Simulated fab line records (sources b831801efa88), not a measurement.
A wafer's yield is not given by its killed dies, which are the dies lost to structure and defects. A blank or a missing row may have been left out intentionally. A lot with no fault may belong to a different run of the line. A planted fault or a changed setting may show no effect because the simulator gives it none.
fab line records / flow gf180mcu
record: lots: 15 wafers: 45 lastDay: 34
route steps=602 shown V3@450 V4@476
lots that met no fault: from a run of the same line without faults
startH: hours from the record's first day to the start of the lot's first wafer shown / waitH: hours since the lot's step before / " the same as in the row above / L1.1+2: a single row standing in for several wafers / - either no value or no given start / * or withheld: withheld / < > ~ a bound
route shown NAME@n: names a module that has steps shown in the file, with the first one's number in the route / usual: mean and standard deviation over wafers with no fault / same: alike in all rows / chamber/n: place in a boat / sites: the reading at each site / _std_site: how widely they spread, as a standard deviation / _edge_site: inner sites' mean taken away from outer sites' mean / radiusMm: for every site, how far away it sits from the centre of the wafer / mask NAME#n: copy n / behind: the last tool/chamber to shape the wafer / hold: why the lot went on hold/how many hours it stayed there/how the hold came to an end / device: the transistor (n, p or np) that didn't switch / end of line: at the end of the route, the tests of the same wafers / where a step has no rows: the recipe by itself / killed: dies that structure and defects cost at the first sort, which is not the same as the wafer's yield / map: a wafer's dies, x killed, . not, _ none there
set.NAME: setting as actually run; set.NAME@STEP: the setting as run at that earlier step / model.NAME: the simulator's own value behind a step, which no gauge read
route steps across a sampled set of lots; one table per step, one row per wafer
services: from which hour (startH, from the record's first day; less than 0 if before it) a tool's chamber was out of use, for how many hours, and why
== steps ==
step: GF_V3_SPUTTER_21
recipe: material: Ti targetThkNm: 15 chamberPressurePa: 5 powerW: 2500 substrateTempC: 200 timeS: 80.02
usual: throttleValvePct: 30.1/1.4
lot.wafer=L688.3 tool=pvdSputter-03 chamber=- startH=520.49 waitH=0.0 throttleValvePct=28.0
lot.wafer=L688.5 tool=pvdSputter-03 chamber=- startH=520.49 waitH=0.0 throttleValvePct=32.7
lot.wafer=L688.6 tool=pvdSputter-03 chamber=- startH=520.49 waitH=0.0 throttleValvePct=28.0
lot.wafer=L689.4 tool=pvdSputter-04 chamber=- startH=524.72 waitH=0.0 throttleValvePct=28.9
lot.wafer=L689.5 tool=pvdSputter-04 chamber=- startH=524.72 waitH=0.0 throttleValvePct=28.7
lot.wafer=L689.6 tool=pvdSputter-04 chamber=- startH=524.72 waitH=0.0 throttleValvePct=30.6
lot.wafer=L690.1 tool=pvdSputter-04 chamber=- startH=534.15 waitH=0.0 throttleValvePct=28.7
lot.wafer=L690.2 tool=pvdSputter-04 chamber=- startH=534.15 waitH=0.0 throttleValvePct=30.5
lot.wafer=L690.4 tool=pvdSputter-04 chamber=- startH=534.15 waitH=0.0 throttleValvePct=28.9
lot.wafer=L691.1 tool=pvdSputter-03 chamber=- startH=534.50 waitH=0.0 throttleValvePct=32.6
lot.wafer=L691.2 tool=pvdSputter-03 chamber=- startH=534.50 waitH=0.0 throttleValvePct=30.0
lot.wafer=L691.3 tool=pvdSputter-03 chamber=- startH=534.50 waitH=0.0 throttleValvePct=28.3
lot.wafer=L692.2 tool=pvdSputter-01 chamber=- startH=558.73 waitH=0.0 throttleValvePct=31.2
lot.wafer=L692.4 tool=pvdSputter-01 chamber=- startH=558.73 waitH=0.0 throttleValvePct=29.6
lot.wafer=L692.5 tool=pvdSputter-01 chamber=- startH=558.73 waitH=0.0 throttleValvePct=30.0
lot.wafer=L695.1 tool=pvdSputter-03 chamber=- startH=589.22 waitH=0.0 throttleValvePct=28.3
lot.wafer=L695.3 tool=pvdSputter-03 chamber=- startH=589.22 waitH=0.0 throttleValvePct=30.0
lot.wafer=L695.4 tool=pvdSputter-03 chamber=- startH=589.22 waitH=0.0 throttleValvePct=32.8
lot.wafer=L696.2 tool=pvdSputter-01 chamber=- startH=595.92 waitH=0.0 throttleValvePct=29.9
lot.wafer=L696.5 tool=pvdSputter-01 chamber=- startH=595.92 waitH=0.0 throttleValvePct=29.9
lot.wafer=L696.6 tool=pvdSputter-01 chamber=- startH=595.92 waitH=0.0 throttleValvePct=27.8
lot.wafer=L698.1 tool=pvdSputter-03 chamber=- startH=607.24 waitH=0.0 throttleValvePct=32.7
lot.wafer=L698.2 tool=pvdSputter-03 chamber=- startH=607.24 waitH=0.0 throttleValvePct=30.5
lot.wafer=L698.6 tool=pvdSputter-03 chamber=- startH=607.24 waitH=0.0 throttleValvePct=28.3
lot.wafer=L701.3 tool=pvdSputter-03 chamber=- startH=625.43 waitH=0.0 throttleValvePct=30.0
lot.wafer=L701.5 tool=pvdSputter-03 chamber=- startH=625.43 waitH=0.0 throttleValvePct=29.8
lot.wafer=L701.6 tool=pvdSputter-03 chamber=- startH=625.43 waitH=0.0 throttleValvePct=32.6
lot.wafer=L703.1 tool=pvdSputter-03 chamber=- startH=636.96 waitH=0.0 throttleValvePct=30.3
lot.wafer=L703.5 tool=pvdSputter-03 chamber=- startH=636.96 waitH=0.0 throttleValvePct=32.6
lot.wafer=L703.6 tool=pvdSputter-03 chamber=- startH=636.96 waitH=0.0 throttleValvePct=30.1
lot.wafer=L702.1 tool=pvdSputter-01 chamber=- startH=639.37 waitH=0.0 throttleValvePct=27.7
lot.wafer=L702.4 tool=pvdSputter-01 chamber=- startH=639.37 waitH=0.0 throttleValvePct=31.0
lot.wafer=L702.6 tool=pvdSputter-01 chamber=- startH=639.37 waitH=0.0 throttleValvePct=30.8
lot.wafer=L704.1 tool=pvdSputter-01 chamber=- startH=644.40 waitH=0.0 throttleValvePct=30.8
lot.wafer=L704.3 tool=pvdSputter-01 chamber=- startH=644.40 waitH=0.0 throttleValvePct=28.0
lot.wafer=L704.5 tool=pvdSputter-01 chamber=- startH=644.40 waitH=0.0 throttleValvePct=31.4
lot.wafer=L709.1 tool=pvdSputter-01 chamber=- startH=675.72 waitH=0.0 throttleValvePct=30.9
lot.wafer=L709.4 tool=pvdSputter-01 chamber=- startH=675.72 waitH=0.0 throttleValvePct=27.8
lot.wafer=L709.6 tool=pvdSputter-01 chamber=- startH=675.72 waitH=0.0 throttleValvePct=30.5
lot.wafer=L710.3 tool=pvdSputter-04 chamber=- startH=680.28 waitH=0.0 throttleValvePct=29.3
lot.wafer=L710.4 tool=pvdSputter-04 chamber=- startH=680.28 waitH=0.0 throttleValvePct=30.5
lot.wafer=L710.5 tool=pvdSputter-04 chamber=- startH=680.28 waitH=0.0 throttleValvePct=30.5
lot.wafer=L711.2 tool=pvdSputter-01 chamber=- startH=686.76 waitH=0.0 throttleValvePct=28.1
lot.wafer=L711.4 tool=pvdSputter-01 chamber=- startH=686.76 waitH=0.0 throttleValvePct=31.4
lot.wafer=L711.5 tool=pvdSputter-01 chamber=- startH=686.76 waitH=0.0 throttleValvePct=30.8
step: GF_V3_RS_MEAS_24
recipe: thkMeasGauge: four-point-probe reads: W_of_V3_CVD_23+TiN_of_V3_SPUTTER_22+Ti_of_V3_SPUTTER_21
usual: V3_W_RS: 0.327/0.0034
lot.wafer=L688.3 tool=filmMetro-01 chamber=- startH=520.74 waitH=0.1 V3_W_RS[ohm/sq]=0.329
lot.wafer=L688.5 tool=filmMetro-01 chamber=- startH=520.74 waitH=0.1 V3_W_RS[ohm/sq]=0.337
lot.wafer=L688.6 tool=filmMetro-01 chamber=- startH=520.74 waitH=0.1 V3_W_RS[ohm/sq]=0.330
lot.wafer=L689.4 tool=filmMetro-01 chamber=- startH=524.99 waitH=0.1 V3_W_RS[ohm/sq]=0.327
lot.wafer=L689.5 tool=filmMetro-01 chamber=- startH=524.99 waitH=0.1 V3_W_RS[ohm/sq]=0.326
lot.wafer=L689.6 tool=filmMetro-01 chamber=- startH=524.99 waitH=0.1 V3_W_RS[ohm/sq]=0.324
lot.wafer=L690.1 tool=filmMetro-01 chamber=- startH=534.36 waitH=0.1 V3_W_RS[ohm/sq]=0.324
lot.wafer=L690.2 tool=filmMetro-01 chamber=- startH=534.36 waitH=0.1 V3_W_RS[ohm/sq]=0.324
lot.wafer=L690.4 tool=filmMetro-01 chamber=- startH=534.36 waitH=0.1 V3_W_RS[ohm/sq]=0.322
lot.wafer=L691.1 tool=filmMetro-02 chamber=- startH=534.71 waitH=0.1 V3_W_RS[ohm/sq]=0.329
lot.wafer=L691.2 tool=filmMetro-02 chamber=- startH=534.71 waitH=0.1 V3_W_RS[ohm/sq]=0.328
lot.wafer=L691.3 tool=filmMetro-02 chamber=- startH=534.71 waitH=0.1 V3_W_RS[ohm/sq]=0.333
lot.wafer=L692.2 tool=filmMetro-01 chamber=- startH=558.96 waitH=0.1 V3_W_RS[ohm/sq]=0.331
lot.wafer=L692.4 tool=filmMetro-01 chamber=- startH=558.96 waitH=0.1 V3_W_RS[ohm/sq]=0.336
lot.wafer=L692.5 tool=filmMetro-01 chamber=- startH=558.96 waitH=0.1 V3_W_RS[ohm/sq]=0.334
lot.wafer=L695.1 tool=filmMetro-02 chamber=- startH=589.43 waitH=0.1 V3_W_RS[ohm/sq]=0.334
lot.wafer=L695.3 tool=filmMetro-02 chamber=- startH=589.43 waitH=0.1 V3_W_RS[ohm/sq]=0.332
lot.wafer=L695.4 tool=filmMetro-02 chamber=- startH=589.43 waitH=0.1 V3_W_RS[ohm/sq]=0.328
lot.wafer=L696.2 tool=filmMetro-02 chamber=- startH=596.15 waitH=0.1 V3_W_RS[ohm/sq]=0.330
lot.wafer=L696.5 tool=filmMetro-02 chamber=- startH=596.15 waitH=0.1 V3_W_RS[ohm/sq]=0.326
lot.wafer=L696.6 tool=filmMetro-02 chamber=- startH=596.15 waitH=0.1 V3_W_RS[ohm/sq]=0.329
lot.wafer=L698.1 tool=filmMetro-03 chamber=- startH=607.57 waitH=0.2 V3_W_RS[ohm/sq]=0.333
lot.wafer=L698.2 tool=filmMetro-03 chamber=- startH=607.57 waitH=0.2 V3_W_RS[ohm/sq]=0.332
lot.wafer=L698.6 tool=filmMetro-03 chamber=- startH=607.57 waitH=0.2 V3_W_RS[ohm/sq]=0.331
lot.wafer=L701.3 tool=filmMetro-01 chamber=- startH=625.69 waitH=0.1 V3_W_RS[ohm/sq]=0.328
lot.wafer=L701.5 tool=filmMetro-01 chamber=- startH=625.69 waitH=0.1 V3_W_RS[ohm/sq]=0.327
lot.wafer=L701.6 tool=filmMetro-01 chamber=- startH=625.69 waitH=0.1 V3_W_RS[ohm/sq]=0.328
lot.wafer=L703.1 tool=filmMetro-01 chamber=- startH=637.17 waitH=0.1 V3_W_RS[ohm/sq]=0.326
lot.wafer=L703.5 tool=filmMetro-01 chamber=- startH=637.17 waitH=0.1 V3_W_RS[ohm/sq]=0.331
lot.wafer=L703.6 tool=filmMetro-01 chamber=- startH=637.17 waitH=0.1 V3_W_RS[ohm/sq]=0.322
lot.wafer=L702.1 tool=filmMetro-03 chamber=- startH=639.59 waitH=0.1 V3_W_RS[ohm/sq]=0.321
lot.wafer=L702.4 tool=filmMetro-03 chamber=- startH=639.59 waitH=0.1 V3_W_RS[ohm/sq]=0.327
lot.wafer=L702.6 tool=filmMetro-03 chamber=- startH=639.59 waitH=0.1 V3_W_RS[ohm/sq]=0.325
lot.wafer=L704.1 tool=filmMetro-03 chamber=- startH=644.62 waitH=0.1 V3_W_RS[ohm/sq]=0.329
lot.wafer=L704.3 tool=filmMetro-03 chamber=- startH=644.62 waitH=0.1 V3_W_RS[ohm/sq]=0.324
lot.wafer=L704.5 tool=filmMetro-03 chamber=- startH=644.62 waitH=0.1 V3_W_RS[ohm/sq]=0.324
lot.wafer=L709.1 tool=filmMetro-01 chamber=- startH=675.94 waitH=0.1 V3_W_RS[ohm/sq]=0.323
lot.wafer=L709.4 tool=filmMetro-01 chamber=- startH=675.94 waitH=0.1 V3_W_RS[ohm/sq]=0.325
lot.wafer=L709.6 tool=filmMetro-01 chamber=- startH=675.94 waitH=0.1 V3_W_RS[ohm/sq]=0.327
lot.wafer=L710.3 tool=filmMetro-03 chamber=- startH=680.53 waitH=0.1 V3_W_RS[ohm/sq]=0.327
lot.wafer=L710.4 tool=filmMetro-03 chamber=- startH=680.53 waitH=0.1 V3_W_RS[ohm/sq]=0.325
lot.wafer=L710.5 tool=filmMetro-03 chamber=- startH=680.53 waitH=0.1 V3_W_RS[ohm/sq]=0.326
lot.wafer=L711.2 tool=filmMetro-02 chamber=- startH=686.99 waitH=0.1 V3_W_RS[ohm/sq]=0.329
lot.wafer=L711.4 tool=filmMetro-02 chamber=- startH=686.99 waitH=0.1 V3_W_RS[ohm/sq]=0.326
lot.wafer=L711.5 tool=filmMetro-02 chamber=- startH=686.99 waitH=0.1 V3_W_RS[ohm/sq]=0.327
step: GF_V4_CVD_00
recipe: material: SiO2 targetThkNm: 600 sigmaOpenFrac: 0.3 tempC: 400 timeS: 100 sih4FlowSccm: 60 pressureMtorr: 6
usual: pressureMtorr: 6.002/0.012 runLengthS: 128.3/0.53
lot.wafer=L688.3 tool=hdpcvd-02 chamber=0 startH=546.00 waitH=0.0 pressureMtorr=6.000 runLengthS=128.7
lot.wafer=L688.5 tool=hdpcvd-02 chamber=2 startH=546.00 waitH=0.0 pressureMtorr=6.014 runLengthS=127.7
lot.wafer=L688.6 tool=hdpcvd-02 chamber=1 startH=546.00 waitH=0.0 pressureMtorr=6.016 runLengthS=128.5
lot.wafer=L689.4 tool=hdpcvd-02 chamber=2 startH=550.39 waitH=0.0 pressureMtorr=6.003 runLengthS=128.1
lot.wafer=L689.5 tool=hdpcvd-02 chamber=0 startH=550.39 waitH=0.0 pressureMtorr=5.989 runLengthS=128.3
lot.wafer=L689.6 tool=hdpcvd-02 chamber=1 startH=550.39 waitH=0.0 pressureMtorr=5.989 runLengthS=128.9
lot.wafer=L690.1 tool=hdpcvd-01 chamber=2 startH=559.05 waitH=0.0 pressureMtorr=5.983 runLengthS=128.7
lot.wafer=L690.2 tool=hdpcvd-01 chamber=1 startH=559.05 waitH=0.0 pressureMtorr=5.985 runLengthS=127.8
lot.wafer=L690.4 tool=hdpcvd-01 chamber=2 startH=559.05 waitH=0.0 pressureMtorr=5.987 runLengthS=128.1
lot.wafer=L691.1 tool=hdpcvd-02 chamber=0 startH=559.35 waitH=0.0 pressureMtorr=6.007 runLengthS=128.4
lot.wafer=L691.2 tool=hdpcvd-02 chamber=1 startH=559.35 waitH=0.0 pressureMtorr=5.981 runLengthS=128.5
lot.wafer=L691.3 tool=hdpcvd-02 chamber=2 startH=559.35 waitH=0.0 pressureMtorr=6.015 runLengthS=127.8
lot.wafer=L692.2 tool=hdpcvd-01 chamber=0 startH=581.54 waitH=0.0 pressureMtorr=6.019 runLengthS=128.3
lot.wafer=L692.4 tool=hdpcvd-01 chamber=0 startH=581.54 waitH=0.0 pressureMtorr=6.012 runLengthS=129.0
lot.wafer=L692.5 tool=hdpcvd-01 chamber=1 startH=581.54 waitH=0.0 pressureMtorr=5.992 runLengthS=127.1
lot.wafer=L695.1 tool=hdpcvd-01 chamber=0 startH=611.76 waitH=0.0 pressureMtorr=6.016 runLengthS=128.5
lot.wafer=L695.3 tool=hdpcvd-01 chamber=1 startH=611.76 waitH=0.0 pressureMtorr=6.001 runLengthS=127.3
lot.wafer=L695.4 tool=hdpcvd-01 chamber=2 startH=611.76 waitH=0.0 pressureMtorr=5.994 runLengthS=128.5
lot.wafer=L696.2 tool=hdpcvd-02 chamber=1 startH=618.10 waitH=0.0 pressureMtorr=6.007 runLengthS=128.7
lot.wafer=L696.5 tool=hdpcvd-02 chamber=2 startH=618.10 waitH=0.0 pressureMtorr=6.024 runLengthS=127.8
lot.wafer=L696.6 tool=hdpcvd-02 chamber=1 startH=618.10 waitH=0.0 pressureMtorr=5.999 runLengthS=128.6
lot.wafer=L698.1 tool=hdpcvd-02 chamber=0 startH=629.98 waitH=0.0 pressureMtorr=6.013 runLengthS=128.5
lot.wafer=L698.2 tool=hdpcvd-02 chamber=2 startH=629.98 waitH=0.0 pressureMtorr=5.984 runLengthS=127.5
lot.wafer=L698.6 tool=hdpcvd-02 chamber=0 startH=629.98 waitH=0.0 pressureMtorr=5.980 runLengthS=128.5
lot.wafer=L701.3 tool=hdpcvd-01 chamber=0 startH=647.30 waitH=0.0 pressureMtorr=- runLengthS=-
lot.wafer=L701.5 tool=hdpcvd-01 chamber=2 startH=647.30 waitH=0.0 pressureMtorr=- runLengthS=-
lot.wafer=L701.6 tool=hdpcvd-01 chamber=0 startH=647.30 waitH=0.0 pressureMtorr=- runLengthS=-
lot.wafer=L703.1 tool=hdpcvd-01 chamber=0 startH=658.75 waitH=0.0 pressureMtorr=- runLengthS=-
lot.wafer=L703.5 tool=hdpcvd-01 chamber=1 startH=658.75 waitH=0.0 pressureMtorr=- runLengthS=-
lot.wafer=L703.6 tool=hdpcvd-01 chamber=0 startH=658.75 waitH=0.0 pressureMtorr=- runLengthS=-
lot.wafer=L702.1 tool=hdpcvd-02 chamber=0 startH=660.62 waitH=0.0 pressureMtorr=- runLengthS=-
lot.wafer=L702.4 tool=hdpcvd-02 chamber=1 startH=660.62 waitH=0.0 pressureMtorr=- runLengthS=-
lot.wafer=L702.6 tool=hdpcvd-02 chamber=0 startH=660.62 waitH=0.0 pressureMtorr=- runLengthS=-
lot.wafer=L704.1 tool=hdpcvd-02 chamber=0 startH=665.71 waitH=0.0 pressureMtorr=6.017 runLengthS=128.3
lot.wafer=L704.3 tool=hdpcvd-02 chamber=1 startH=665.71 waitH=0.0 pressureMtorr=5.999 runLengthS=128.6
lot.wafer=L704.5 tool=hdpcvd-02 chamber=1 startH=665.71 waitH=0.0 pressureMtorr=6.001 runLengthS=128.3
lot.wafer=L709.1 tool=hdpcvd-02 chamber=0 startH=696.16 waitH=0.0 pressureMtorr=6.001 runLengthS=128.7
lot.wafer=L709.4 tool=hdpcvd-02 chamber=1 startH=696.16 waitH=0.0 pressureMtorr=6.007 runLengthS=128.3
lot.wafer=L709.6 tool=hdpcvd-02 chamber=2 startH=696.16 waitH=0.0 pressureMtorr=6.034 runLengthS=127.8
lot.wafer=L710.3 tool=hdpcvd-01 chamber=2 startH=700.64 waitH=0.0 pressureMtorr=5.987 runLengthS=128.1
lot.wafer=L710.4 tool=hdpcvd-01 chamber=0 startH=700.64 waitH=0.0 pressureMtorr=5.998 runLengthS=128.5
lot.wafer=L710.5 tool=hdpcvd-01 chamber=1 startH=700.64 waitH=0.0 pressureMtorr=5.988 runLengthS=128.0
lot.wafer=L711.2 tool=hdpcvd-02 chamber=1 startH=706.83 waitH=0.0 pressureMtorr=5.995 runLengthS=128.6
lot.wafer=L711.4 tool=hdpcvd-02 chamber=1 startH=706.83 waitH=0.0 pressureMtorr=5.978 runLengthS=128.6
lot.wafer=L711.5 tool=hdpcvd-02 chamber=2 startH=706.83 waitH=0.0 pressureMtorr=6.006 runLengthS=127.5
step: GF_V4_CVD_02
recipe: material: SiO2 targetThkNm: 850 precursor: TEOS tempC: 400 timeS: 94.851 rfW: 600
usual: heaterPowerOuterW: 402/87 heaterPowerW: 683/140 rfFwdPowerW: 596.3/2
lot.wafer=L688.3 tool=pecvd-01 chamber=0 startH=546.14 waitH=0.0 heaterPowerOuterW=510 heaterPowerW=858 rfFwdPowerW=599.6
lot.wafer=L688.5 tool=pecvd-01 chamber=1 startH=546.14 waitH=0.0 heaterPowerOuterW=402 heaterPowerW=752 rfFwdPowerW=596.7
lot.wafer=L688.6 tool=pecvd-01 chamber=2 startH=546.14 waitH=0.0 heaterPowerOuterW=385 heaterPowerW=642 rfFwdPowerW=598.4
lot.wafer=L689.4 tool=pecvd-04 chamber=0 startH=550.52 waitH=0.1 heaterPowerOuterW=381 heaterPowerW=598 rfFwdPowerW=597.8
lot.wafer=L689.5 tool=pecvd-04 chamber=2 startH=550.52 waitH=0.1 heaterPowerOuterW=430 heaterPowerW=736 rfFwdPowerW=595.1
lot.wafer=L689.6 tool=pecvd-04 chamber=1 startH=550.52 waitH=0.1 heaterPowerOuterW=268 heaterPowerW=471 rfFwdPowerW=597.0
lot.wafer=L690.1 tool=pecvd-04 chamber=0 startH=559.18 waitH=0.1 heaterPowerOuterW=353 heaterPowerW=563 rfFwdPowerW=593.3
lot.wafer=L690.2 tool=pecvd-04 chamber=2 startH=559.18 waitH=0.1 heaterPowerOuterW=548 heaterPowerW=893 rfFwdPowerW=595.5
lot.wafer=L690.4 tool=pecvd-04 chamber=0 startH=559.18 waitH=0.1 heaterPowerOuterW=377 heaterPowerW=607 rfFwdPowerW=595.8
lot.wafer=L691.1 tool=pecvd-01 chamber=1 startH=559.48 waitH=0.1 heaterPowerOuterW=508 heaterPowerW=928 rfFwdPowerW=599.2
lot.wafer=L691.2 tool=pecvd-01 chamber=2 startH=559.48 waitH=0.1 heaterPowerOuterW=326 heaterPowerW=577 rfFwdPowerW=598.4
lot.wafer=L691.3 tool=pecvd-01 chamber=0 startH=559.48 waitH=0.1 heaterPowerOuterW=467 heaterPowerW=781 rfFwdPowerW=598.2
lot.wafer=L692.2 tool=pecvd-02 chamber=1 startH=581.67 waitH=0.0 heaterPowerOuterW=440 heaterPowerW=759 rfFwdPowerW=593.3
lot.wafer=L692.4 tool=pecvd-02 chamber=1 startH=581.67 waitH=0.0 heaterPowerOuterW=482 heaterPowerW=815 rfFwdPowerW=596.9
lot.wafer=L692.5 tool=pecvd-02 chamber=0 startH=581.67 waitH=0.0 heaterPowerOuterW=397 heaterPowerW=645 rfFwdPowerW=599.7
lot.wafer=L695.1 tool=pecvd-02 chamber=2 startH=611.89 waitH=0.1 heaterPowerOuterW=257 heaterPowerW=514 rfFwdPowerW=595.4
lot.wafer=L695.3 tool=pecvd-02 chamber=1 startH=611.89 waitH=0.1 heaterPowerOuterW=407 heaterPowerW=751 rfFwdPowerW=595.8
lot.wafer=L695.4 tool=pecvd-02 chamber=0 startH=611.89 waitH=0.1 heaterPowerOuterW=395 heaterPowerW=626 rfFwdPowerW=595.1
lot.wafer=L696.2 tool=pecvd-02 chamber=1 startH=618.23 waitH=0.0 heaterPowerOuterW=460 heaterPowerW=806 rfFwdPowerW=594.1
lot.wafer=L696.5 tool=pecvd-02 chamber=1 startH=618.23 waitH=0.0 heaterPowerOuterW=492 heaterPowerW=856 rfFwdPowerW=595.0
lot.wafer=L696.6 tool=pecvd-02 chamber=2 startH=618.23 waitH=0.0 heaterPowerOuterW=253 heaterPowerW=505 rfFwdPowerW=595.6
lot.wafer=L698.1 tool=pecvd-04 chamber=0 startH=630.11 waitH=0.1 heaterPowerOuterW=369 heaterPowerW=594 rfFwdPowerW=594.5
lot.wafer=L698.2 tool=pecvd-04 chamber=1 startH=630.11 waitH=0.1 heaterPowerOuterW=307 heaterPowerW=542 rfFwdPowerW=597.7
lot.wafer=L698.6 tool=pecvd-04 chamber=0 startH=630.11 waitH=0.1 heaterPowerOuterW=387 heaterPowerW=636 rfFwdPowerW=596.4
lot.wafer=L701.3 tool=pecvd-02 chamber=1 startH=647.43 waitH=0.0 heaterPowerOuterW=522 heaterPowerW=883 rfFwdPowerW=594.5
lot.wafer=L701.5 tool=pecvd-02 chamber=2 startH=647.43 waitH=0.0 heaterPowerOuterW=283 heaterPowerW=551 rfFwdPowerW=596.6
lot.wafer=L701.6 tool=pecvd-02 chamber=0 startH=647.43 waitH=0.0 heaterPowerOuterW=317 heaterPowerW=526 rfFwdPowerW=596.0
lot.wafer=L703.1 tool=pecvd-01 chamber=1 startH=658.88 waitH=0.1 heaterPowerOuterW=527 heaterPowerW=923 rfFwdPowerW=594.3
lot.wafer=L703.5 tool=pecvd-01 chamber=2 startH=658.88 waitH=0.1 heaterPowerOuterW=406 heaterPowerW=631 rfFwdPowerW=600.1
lot.wafer=L703.6 tool=pecvd-01 chamber=1 startH=658.88 waitH=0.1 heaterPowerOuterW=393 heaterPowerW=766 rfFwdPowerW=596.9
lot.wafer=L702.1 tool=pecvd-04 chamber=0 startH=660.75 waitH=0.1 heaterPowerOuterW=374 heaterPowerW=584 rfFwdPowerW=596.0
lot.wafer=L702.4 tool=pecvd-04 chamber=0 startH=660.75 waitH=0.1 heaterPowerOuterW=390 heaterPowerW=623 rfFwdPowerW=597.6
lot.wafer=L702.6 tool=pecvd-04 chamber=1 startH=660.75 waitH=0.1 heaterPowerOuterW=326 heaterPowerW=559 rfFwdPowerW=598.6
lot.wafer=L704.1 tool=pecvd-01 chamber=0 startH=665.84 waitH=0.1 heaterPowerOuterW=485 heaterPowerW=797 rfFwdPowerW=597.2
lot.wafer=L704.3 tool=pecvd-01 chamber=1 startH=665.84 waitH=0.1 heaterPowerOuterW=453 heaterPowerW=833 rfFwdPowerW=592.7
lot.wafer=L704.5 tool=pecvd-01 chamber=1 startH=665.84 waitH=0.1 heaterPowerOuterW=503 heaterPowerW=907 rfFwdPowerW=595.3
lot.wafer=L709.1 tool=pecvd-01 chamber=2 startH=696.30 waitH=0.1 heaterPowerOuterW=319 heaterPowerW=565 rfFwdPowerW=595.7
lot.wafer=L709.4 tool=pecvd-01 chamber=0 startH=696.30 waitH=0.1 heaterPowerOuterW=505 heaterPowerW=824 rfFwdPowerW=595.5
lot.wafer=L709.6 tool=pecvd-01 chamber=2 startH=696.30 waitH=0.1 heaterPowerOuterW=369 heaterPowerW=616 rfFwdPowerW=597.4
lot.wafer=L710.3 tool=pecvd-02 chamber=1 startH=700.77 waitH=0.0 heaterPowerOuterW=485 heaterPowerW=818 rfFwdPowerW=595.8
lot.wafer=L710.4 tool=pecvd-02 chamber=2 startH=700.77 waitH=0.0 heaterPowerOuterW=293 heaterPowerW=551 rfFwdPowerW=591.6
lot.wafer=L710.5 tool=pecvd-02 chamber=0 startH=700.77 waitH=0.0 heaterPowerOuterW=320 heaterPowerW=538 rfFwdPowerW=598.6
lot.wafer=L711.2 tool=pecvd-04 chamber=0 startH=706.97 waitH=0.0 heaterPowerOuterW=301 heaterPowerW=504 rfFwdPowerW=597.6
lot.wafer=L711.4 tool=pecvd-04 chamber=2 startH=706.97 waitH=0.0 heaterPowerOuterW=502 heaterPowerW=827 rfFwdPowerW=597.2
lot.wafer=L711.5 tool=pecvd-04 chamber=0 startH=706.97 waitH=0.0 heaterPowerOuterW=338 heaterPowerW=555 rfFwdPowerW=594.1
== services ==
tool=pvdSputter-01 chamber=- startH=506.63 hours=14.9 kind=repair
tool=hdpcvd-01 chamber=- startH=539.25 hours=15.0 kind=pm
tool=hdpcvd-01 chamber=0 startH=539.25 hours=15.0 kind=ventCycle
tool=hdpcvd-01 chamber=1 startH=539.25 hours=15.0 kind=ventCycle
tool=hdpcvd-01 chamber=2 startH=539.25 hours=15.0 kind=ventCycle
tool=pecvd-02 chamber=- startH=546.41 hours=4.3 kind=pm
tool=pvdSputter-01 chamber=- startH=551.93 hours=1.0 kind=repair
tool=hdpcvd-01 chamber=0 startH=554.25 hours=- kind=clean
tool=hdpcvd-01 chamber=1 startH=554.25 hours=- kind=clean
tool=hdpcvd-01 chamber=2 startH=554.25 hours=- kind=clean
tool=hdpcvd-02 chamber=- startH=566.71 hours=2.7 kind=repair
tool=pecvd-04 chamber=2 startH=602.97 hours=14.9 kind=repair
tool=hdpcvd-01 chamber=- startH=622.92 hours=6.0 kind=pm
tool=hdpcvd-02 chamber=- startH=652.96 hours=2.3 kind=repair
tool=hdpcvd-02 chamber=- startH=656.79 hours=1.3 kind=repair
tool=pvdSputter-04 chamber=- startH=670.17 hours=7.5 kind=repair
tool=pecvd-01 chamber=- startH=677.10 hours=6.0 kind=pm
tool=hdpcvd-01 chamber=- startH=693.11 hours=3.1 kind=repair
== key ==
firstSign: step: GF_V4_CVD_00 reading: toolRecord direction: missing
effect none on later readings
metAt GF_V4_CVD_00
struckLots L701,L702,L703
laterRowsLeftOut L701.3,L701.5,L701.6,L702.1,L702.4,L702.6,L703.1,L703.5,L703.6
sortLeftOut L701.3,L701.5,L701.6,L702.1,L702.4,L702.6,L703.1,L703.5,L703.6
notActingAt GF_V3_SPUTTER_21,GF_V3_RS_MEAS_24,GF_V4_CVD_02
onsetBetween 629.98 647.30
fault: kind: skippedStepWhole tool: hdpcvd-01,hdpcvd-02 chamber: - onsetH: 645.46 steps: GF_V4_CVD_00 scope: struckLotsOnly
sortLeftOut: the simulated sort isn't trusted on such a fault, so these wafers' sort isn't shown, and their yield isn't known
laterRowsLeftOut: the simulator's readings of these wafers behind a module that went badly wrong aren't trusted and aren't shown, but for the sort
